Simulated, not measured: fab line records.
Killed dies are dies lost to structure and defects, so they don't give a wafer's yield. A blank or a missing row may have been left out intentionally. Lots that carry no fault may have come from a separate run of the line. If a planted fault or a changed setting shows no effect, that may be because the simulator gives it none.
Code-filled problem report in 8D (eight disciplines) form || flow sky130 || the parts of the form that need people (team, actions taken, sign-off) are left out

## 1. THE ISSUE
Mean of beam energy keV at SKY_GATE_OXIDE_IMPLANT_11: 10.8675 across 6 wafers in 2 lots; on wafers with no fault it is 9.9997 (standard deviation 0.003). So: +99 or more standard deviations from the usual mean.
Earliest sighting: wafer L776.1 on implanter-01 at day 15 16:26. The record has a number at this step for 42 wafers belonging to 14 lots. The rule behind "out" and "out of limits": a value lying over 4 standard deviations away from the usual mean. All remaining wafers that have a number are taken as sound.

## 2. WHAT IT IS; WHAT IT IS NOT
{"question": "which readings at this step", "is": "beam energy keV", "is not": "end station pressure torr"}
{"question": "which lots", "is": "L776, L778", "is not": "L770, L771, L772, L773, L775, L777, L779, L785, L786, L788, L790, L793"}
{"question": "which wafers of those lots", "is": "all that have a number", "is not": "-"}
{"question": "read on which tools", "is": "implanter-01", "is not": "implanter-02, implanter-03"}
{"question": "when", "is": "from day 15 16:26", "is not": "up to then (15 sound wafers); but 21 sound wafers of L777, L779, L785, L786, L788, L790, L793 came after"}

## 3. THE SUSPECTS, EACH WITH WHAT RULES IT OUT
Counting: a tool at a process step up to the reading stays a suspect if it ran every lot that is out and no sound lot after the first of them.
- implanter-01 at SKY_GATE_OXIDE_IMPLANT_11: ruled out as a lasting fault. The sound lots L785, L786, L790, L793 went through it after L776, its earliest lot that is out (day 15 16:26).
Left after counting: nothing in the record.

## 4. THE CAUSE (what the simulator had put in)
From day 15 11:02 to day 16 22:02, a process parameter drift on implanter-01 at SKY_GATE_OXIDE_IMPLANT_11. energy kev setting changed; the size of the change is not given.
Counting ruled it out, wrongly.

## 5. THE EFFECT CHAIN, in route order
Each row: a reading where the mean over the struck wafers with a number is more than 3 standard deviations away from the usual. Only readings for which the record gives a usual standard deviation are gone through. hours: the time from each lot's start at the first step in this table that gives one to its start at this step, as a median over the lots. sigmas: the change in usual standard deviations.
{"hours": 0, "step": "SKY_GATE_OXIDE_IMPLANT_11", "reading": "beam energy keV", "usual": 9.9997, "on struck wafers": 10.8675, "change": "+0.8678", "sigmas": "+99 or more"}
Process steps it contains:
- SKY_GATE_OXIDE_IMPLANT_11

## 6. HOW IT WOULD HAVE BEEN CAUGHT EARLIER
The fault began at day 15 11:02; the first out-of-limits reading in this record came at day 15 16:26, 5 hours later.
